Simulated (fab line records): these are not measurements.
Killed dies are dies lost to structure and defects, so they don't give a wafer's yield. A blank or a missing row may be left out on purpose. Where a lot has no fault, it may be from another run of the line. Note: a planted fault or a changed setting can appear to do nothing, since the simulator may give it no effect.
Problem report in the 8D (eight disciplines) form, filled by code    flow sfq_line    the parts of the form that need people (team, actions taken, sign-off) are left out

## 1. WHAT IS WRONG
Wafers with no fault read 596.8 W with a standard deviation of 2.2, whereas rf_fwd_power_W at SFQ_TRILAYER_M1_ETCH_METAL_ETCH_042 reads a mean of 695.9 W on 1 wafer of 1 lot. Relative to the usual mean, that is a shift of +45 standard deviations.
The step: etches Nb in Cl2/Ar, stops on SiO2, target depth 240 nm, time 120 s.
First observed at day 15 10:48: wafer L602.1, on rie_metal-02. At this step, 15 wafers from 5 lots have a number in the record. By rule, "out" or "out of limits" means more than 4 standard deviations away from the usual mean. The other wafers with a number count as sound.

## 2. WHAT IT IS, WHAT IT ISN'T
question                     is                 is not
which readings at this step  rf_fwd_power_W     drypump_motor_current_A, oes_product_au
which lots                   L602               L599, L601, L610, L616
which wafers of those lots   L602.1             L602.4, L602.6
read on which tools          rie_metal-02       rie_metal-01, rie_metal-04
when                         from day 15 10:48  up to then (8 sound wafers); but 6 sound wafers of L610, L616 came after

## 3. SUSPECTS, AND WHAT RULES EACH OUT
Counting: if a tool at a process step up to the reading ran every lot that is out, it stays a suspect. Sound lots after the first of them don't rule it out here, since some wafers of a struck lot are sound.
- pvd_sputter-04 at SFQ_TRILAYER_M1_DEP_SPUTTER_037 (material Nb, target thk 200 nm, time 133.3 s): kept. It processed L602, the lot that is out, at day 11 11:32, and its most recent sound lot before then was L599 at day 10 14:42.
- rie_metal-02 at SFQ_TRILAYER_M1_BARC_OPEN_METAL_ETCH_054 (etches BARC in O2, target depth 125 nm, time 41.7 s): kept. It processed L602, the lot that is out, at day 15 10:44, and its most recent sound lot before then was L601 at day 15 07:08.
- rie_metal-02 at SFQ_TRILAYER_M1_ETCH_METAL_ETCH_042 (etches Nb in Cl2/Ar, stops on SiO2, target depth 240 nm, time 120 s): kept. It processed L602, the lot that is out, at day 15 10:48, and its most recent sound lot before then was L601 at day 15 07:12. Its own readings are out on those wafers: rf_fwd_power_W.
- The sound lot-mates ran in chamber 0 of rie_metal-02 at SFQ_TRILAYER_M1_BARC_OPEN_METAL_ETCH_054, but the wafers that are out ran in chamber 1.
- The sound lot-mates ran in chamber 0 of rie_metal-02 at SFQ_TRILAYER_M1_ETCH_METAL_ETCH_042, but the wafers that are out ran in chamber 1.
Still standing after the count: pvd_sputter-04 at SFQ_TRILAYER_M1_DEP_SPUTTER_037, rie_metal-02 at SFQ_TRILAYER_M1_BARC_OPEN_METAL_ETCH_054, rie_metal-02 at SFQ_TRILAYER_M1_ETCH_METAL_ETCH_042.

## 4. THE CAUSE (what the simulator had put in)
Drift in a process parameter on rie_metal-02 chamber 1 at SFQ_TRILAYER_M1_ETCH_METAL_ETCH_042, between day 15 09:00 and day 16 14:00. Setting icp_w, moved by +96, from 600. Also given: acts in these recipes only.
Counting leaves 3 suspects; this tool is one of them.

## 5. THE CHAIN OF EFFECTS, in route order
Each row: a reading where the mean over the struck wafers with a number is more than 3 standard deviations away from the usual. Only readings whose record carries a usual standard deviation are examined. hours: median over the lots of the time between each lot's start at the first step of this table that gives one and its start at this step. sigmas: the change, counted in usual standard deviations.
hours  step                                 reading         usual    on struck wafers  change  sigmas
0      SFQ_TRILAYER_M1_ETCH_METAL_ETCH_042  rf_fwd_power_W  596.8 W  695.9             +99.1   +45
Process steps it contains:
- SFQ_TRILAYER_M1_ETCH_METAL_ETCH_042: etches Nb in Cl2/Ar, stops on SiO2, target depth 240 nm, time 120 s.

## 6. WHAT WOULD HAVE CAUGHT IT SOONER
2 hours passed between the start of the fault at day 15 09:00 and the first reading out of limits in this record, taken at day 15 10:48.
